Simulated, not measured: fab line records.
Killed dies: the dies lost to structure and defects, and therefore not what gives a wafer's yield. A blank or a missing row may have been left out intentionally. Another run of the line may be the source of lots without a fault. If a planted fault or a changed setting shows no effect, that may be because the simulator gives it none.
What tool caused it? :: flow gf180mcu :: 18 wafers from 6 lots sampled at 2 of the route's 602 steps

WHAT THE GAUGES READ, wafer by wafer
GF_V3_BOW_MEAS_05.
lot: L229
measured: day 22 14:35
on: film metro-03
V3_BOW (um): 126 121 120

lot: L232
measured: day 23 03:45
on: film metro-02
V3_BOW (um): 114 110 118

lot: L240
measured: day 25 23:16
on: film metro-03
V3_BOW (um): 111 125 102

lot: L242
measured: day 26 14:10
on: film metro-02
V3_BOW (um): 125 120 117

lot: L244
measured: day 27 04:23
on: film metro-01
V3_BOW (um): 118 135 121

lot: L247
measured: day 27 22:58
on: film metro-02
V3_BOW (um): 110 101 106

EACH LOT AND THE TOOL THAT RAN IT (in order: tool; ch and the chambers of the sampled wafers; start)
lot: L229
GF_M3_SPUTTER_02: pvd sputter-04, day 21 13:21

lot: L232
GF_M3_SPUTTER_02: pvd sputter-01, day 22 03:39

lot: L240
GF_M3_SPUTTER_02: pvd sputter-01, day 25 00:38

lot: L242
GF_M3_SPUTTER_02: pvd sputter-01, day 25 15:44

lot: L244
GF_M3_SPUTTER_02: pvd sputter-01, day 26 06:14

lot: L247
GF_M3_SPUTTER_02: pvd sputter-03, day 27 01:53
- GF_M3_SPUTTER_02: material AlCu, target thk 450 nm, time 23.9 s.

THE ANSWER, worked out from the rows above alone
Rule: the usual values come from the lots themselves. Put in order of their means at a reading, lots are off if they are a third of the lots or fewer, leave a main group of 4 or more, and stand apart from it by a gap of 3 or more times the standard deviation of the main group's means; of several such gaps the widest counts. A main group is skipped when, at the precision printed for the reading in the tables above, its means are all equal. Also off: a lot with no number at a reading for which 4 or more lots have one. All remaining lots with rows at the step are treated as sound.
Across all readings shown, no lot is off: no conclusion can be drawn from this.

WHAT THE SIMULATOR PUT IN
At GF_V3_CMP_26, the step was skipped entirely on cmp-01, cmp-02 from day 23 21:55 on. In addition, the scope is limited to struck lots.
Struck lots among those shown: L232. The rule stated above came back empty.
